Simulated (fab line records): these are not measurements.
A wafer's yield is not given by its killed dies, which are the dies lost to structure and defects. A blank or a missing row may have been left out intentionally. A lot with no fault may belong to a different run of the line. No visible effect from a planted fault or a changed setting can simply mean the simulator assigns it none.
2 desks, one fault || flow sky130 || only its own numbers are on each desk; what lay behind them is given at the end

== DESK OF THE TOOL OWNER: cvd_w-01 ==
The tool's own readings at SKY_VIA2_CVD_21 (deposits W, target thk 420 nm, time 126.4 s): means of the sampled wafers that have a number, for each lot that ran on this tool. If a lot's mean is further than 4 standard deviations from the usual mean, the lot is out of limits and carries the mark OUT (the distance appears in the brackets).
Columns: A = chamber_pressure_Torr at SKY_VIA2_CVD_21, usual 40.01 Torr; B = heater_power_w at SKY_VIA2_CVD_21, usual 836 W
{"lot": "L236", "first seen here": "day 37 15:04", "A": 40.06, "B": 854}
{"lot": "L238", "first seen here": "day 38 00:43", "A": 39.95, "B": 868}
{"lot": "L242", "first seen here": "day 39 00:30", "A": 40.09, "B": 873}
{"lot": "L243", "first seen here": "day 39 04:38", "A": 39.99, "B": 852}
{"lot": "L244", "first seen here": "day 39 09:10", "A": 40.02, "B": 858}
{"lot": "L251", "first seen here": "day 41 05:26", "A": "38.17 (-20) OUT", "B": 856}
{"lot": "L253", "first seen here": "day 41 15:13", "A": "36.54 (-37) OUT", "B": 865}
This desk's finding: out of limits on L251, L253; first on L251, day 41 05:26 (chamber_pressure_Torr at SKY_VIA2_CVD_21). L236, L238, L242, L243, L244: within limits.

== FROM THE METROLOGY DESK ==
What the gauges read, lot by lot, whatever tool the lot ran on: means of the sampled wafers that have a number. If a lot's mean is further than 4 standard deviations from the usual mean, the lot is out of limits and carries the mark OUT (the distance appears in the brackets).
Columns: A = METAL1_ALCU_RS at SKY_METAL1_RS_MEAS_05, usual 0.1273 ohm/sq; B = VIA1_OVL at SKY_VIA1_OVL_MEAS_13, usual -2 nm; C = VIA1_W_THK at SKY_VIA1_THK_MEAS_23, usual 274 nm; D = VIA2_W_RS at SKY_VIA2_RS_MEAS_22, usual 0.272 ohm/sq; E = VIA2_W_THK at SKY_VIA2_THK_MEAS_23, usual 431 nm
{"lot": "L236", "first seen here": "day 33 01:03", "A": 0.1284, "B": -5, "C": 268, "D": 0.273, "E": 423}
{"lot": "L238", "first seen here": "day 33 09:35", "A": 0.1294, "B": 8, "C": 275, "D": 0.276, "E": 427}
{"lot": "L241", "first seen here": "day 33 18:10", "A": 0.1256, "B": -13, "C": 277, "D": 0.269, "E": 438}
{"lot": "L242", "first seen here": "day 34 10:22", "A": 0.1280, "B": -3, "C": 279, "D": 0.271, "E": 439}
{"lot": "L243", "first seen here": "day 34 14:19", "A": 0.1281, "B": -5, "C": 275, "D": 0.274, "E": 428}
{"lot": "L244", "first seen here": "day 34 16:56", "A": 0.1262, "B": 2, "C": 274, "D": 0.274, "E": 433}
{"lot": "L246", "first seen here": "day 35 05:40", "A": 0.1268, "B": 9, "C": 275, "D": 0.273, "E": 429}
{"lot": "L251", "first seen here": "day 36 19:16", "A": 0.1258, "B": -3, "C": 280, "D": 0.281, "E": 416}
{"lot": "L253", "first seen here": "day 37 05:52", "A": 0.1283, "B": 3, "C": 270, "D": "0.289 (+5.5) OUT", "E": "404 (-4.1) OUT"}
{"lot": "L257", "first seen here": "day 39 02:41", "A": 0.1290, "B": -9, "C": 269, "D": 0.272, "E": 429}
{"lot": "L258", "first seen here": "day 39 05:16", "A": 0.1278, "B": -9, "C": 271, "D": 0.269, "E": 440}
This desk finds L253 out of limits, with the earliest case on L253 at day 41 15:21 (VIA2_W_RS at SKY_VIA2_RS_MEAS_22). L236, L238, L241, L242, L243, L244, L246, L251, L257, L258: within limits.

== ALL TOGETHER ==
An alarm could have come from the tool owner's desk at day 41 05:26, on L251, L253.
An alarm was possible from the metrology desk at day 41 15:21, on L253.
The metrology desk holds a record of L251, inside its limits.
Every lot named ran SKY_VIA2_CVD_21 on cvd_w-01.

== WHAT THE SIMULATOR PUT IN ==
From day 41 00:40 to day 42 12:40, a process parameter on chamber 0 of cvd_w-01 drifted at SKY_VIA2_CVD_21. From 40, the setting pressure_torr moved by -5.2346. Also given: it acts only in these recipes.
Lots struck among those shown: L251, L253.
Delay (hours) between the fault's onset and each desk's first out-of-limits reading: 5 at the tool owner's desk, 15 at the metrology desk.
